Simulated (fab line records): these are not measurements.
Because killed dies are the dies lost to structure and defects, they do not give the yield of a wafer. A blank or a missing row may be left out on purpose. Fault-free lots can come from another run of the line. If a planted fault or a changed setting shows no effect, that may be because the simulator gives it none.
A struck lot beside a sound one :: flow sky130 :: 16 out of 708 route steps
Sound: these wafers, L646.3, L646.4, L646.5. The struck wafers were L631.3, L631.4, L631.6. Last of all comes the cause.
Per side, at each step with rows, come the tool, then ch with its chambers, and then its first start. Under that, the readings that differ: sound wafers :: struck wafers :: difference of the means :: sigmas: that difference in standard deviations of wafers without a fault.
alike: a reading whose means differ by less than 2 such deviations, as well as words and numbers matching on both sides. not compared: withheld readings; readings where some wafer has no value; bounds like >300 that might hide an equal value; numbers whose values overlap and for which the record gives no deviation.
A row with sigmas, a row that says differs or no value, or rows on one side alone: a step with any of these is where the two part. Numbers that don't overlap but have no deviation are shown without sigmas and don't part them. A reading that every wafer of one side lacks parts them only if that side has two wafers or more.

first, 5 steps without rows for these wafers: SKY_SONOS_TUNNEL_COAT_02 (resist thk 1140 nm); SKY_SONOS_TUNNEL_SOFTBAKE_03 (time 60 s); SKY_SONOS_TUNNEL_EXPOSE_04 (exposes mask TUNM, target cd 410 nm); SKY_SONOS_TUNNEL_PEB_05; SKY_SONOS_TUNNEL_DEVELOP_06 (develop time 60 s).
SKY_SONOS_TUNNEL_CD_MEAS_07: target cd 410 nm.
  struck on cdSem-01, day 12 17:16; sound on cdSem-01, day 17 04:52
  alike: cdNm
SKY_SONOS_TUNNEL_OVL_MEAS_08:
  struck on overlay-02, day 12 17:22; sound on overlay-01, day 17 04:57
  alike: SONOS_TUNNEL_OVL
then, 3 steps without rows for these wafers: SKY_SONOS_TUNNEL_IMPLANT_09; SKY_SONOS_TUNNEL_WET_ETCH_10 (etches SiO2 in dHF, target depth 14 nm, time 280 s); SKY_SONOS_TUNNEL_STRIP_11 (strips in SPM, time 600 s).
SKY_SONOS_TUNNEL_TW_MEAS_12:
  struck on filmMetro-01, day 12 17:49; sound on filmMetro-01, day 17 05:24
  alike: SONOS_TUNNEL_TW
then, 1 step without rows for these wafers: SKY_SONOS_TUNNEL_CLEAN_13 (cleans in dHF, time 20 s).
SKY_SONOS_ONO_OXIDATION_00: stabilise 600 s, purge 300 s, target thk 2.6 nm.
  sound on furnace-02 ch 0, day 17 05:28; struck on furnace-02 ch 0, day 12 17:52
reading: spikeTcBottomC (C)
sound: 820.2 817.9 819.0
struck: 829.0 828.4 827.8
difference: +9.4
sigmas: +4

reading: spikeTcCentreC (C)
sound: 799.5 800.6 801.6
struck: 809.5 808.9 808.6
difference: +8.4
sigmas: +8

reading: spikeTcLowerC (C)
sound: 801.7 801.7 801.5
struck: 807.9 808.9 809.5
difference: +7.1
sigmas: +6

reading: spikeTcTopC (C)
sound: 810.4 808.7 812.6
struck: 820.3 816.0 816.2
difference: +6.9
sigmas: +6

reading: spikeTcUpperC (C)
sound: 801.2 798.6 801.3
struck: 808.4 809.9 808.0
difference: +8.4
sigmas: +7

reading: model.SiO2_of_SONOS_ONO_OXIDATION_00.thkNm (nm)
sound: 2.647 2.623 2.673
struck: 2.811 2.903 2.859
difference: +0.210
sigmas: 
  alike: tube_center_temp_C_max, zonePowerUpperPct
SKY_SONOS_ONO_THK_MEAS_01:
  struck on filmMetro-04, day 12 19:14; sound on filmMetro-01, day 17 06:49
reading: SONOS_ONO_OXIDATION_THK (nm)
sound: 2.63 2.54 2.73
struck: 2.79 2.88 2.85
difference: +0.21
sigmas: +4
then, 1 step without rows for these wafers: SKY_SONOS_ONO_CVD_02 (deposits Si3N4 from DCS/NH3, target thk 10.5 nm, time 180 s).
-- the record jumps here: 34 days lie between the struck wafers' starts before and after (it left off in module SONOS_ONO and takes up again in module PAD_OPEN, whose first step shown is number 708 of the route) --
SKY_PAD_OPEN_PROBE_99:
  struck on prober-02, day 46 17:56; sound on prober-01, day 49 23:56
reading: model.etest.capOno.gateLog10ACm2
sound: -8.157 -8.215 -8.265
struck: -8.442 -8.428 -8.409
difference: -0.214
sigmas: 

reading: model.etest.capOno.toxAccNm (nm)
sound: 13.07 13.07 13.12
struck: 13.31 13.29 13.21
difference: +0.18
sigmas: 

reading: model.etest.sonosErased.vtV (V)
sound: -2.227 -2.144 -2.17
struck: -1.983 -1.972 -1.963
difference: +0.208
sigmas: 

reading: model.etest.sonosBaked.vtLessV (V)
sound: -0.4741 -0.4666 -0.4961
struck: -0.3991 -0.463 -0.3562
difference: +0.0728
sigmas: 
  alike: killed_at_M0_to_M3, killed_at_M4_up, killedAtContacts, killedAtFrontEnd, killedAtOther, killedDies, killedOpen, killedShort

== WHERE THEY PART ==
First at SKY_SONOS_ONO_OXIDATION_00; last, within this record, at SKY_SONOS_ONO_THK_MEAS_01. Later steps at which nothing parts them and some readings are alike: SKY_PAD_OPEN_PROBE_99.

WHY: what the simulator had put in
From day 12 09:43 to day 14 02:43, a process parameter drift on furnace-02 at SKY_SONOS_ONO_OXIDATION_00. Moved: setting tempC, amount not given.
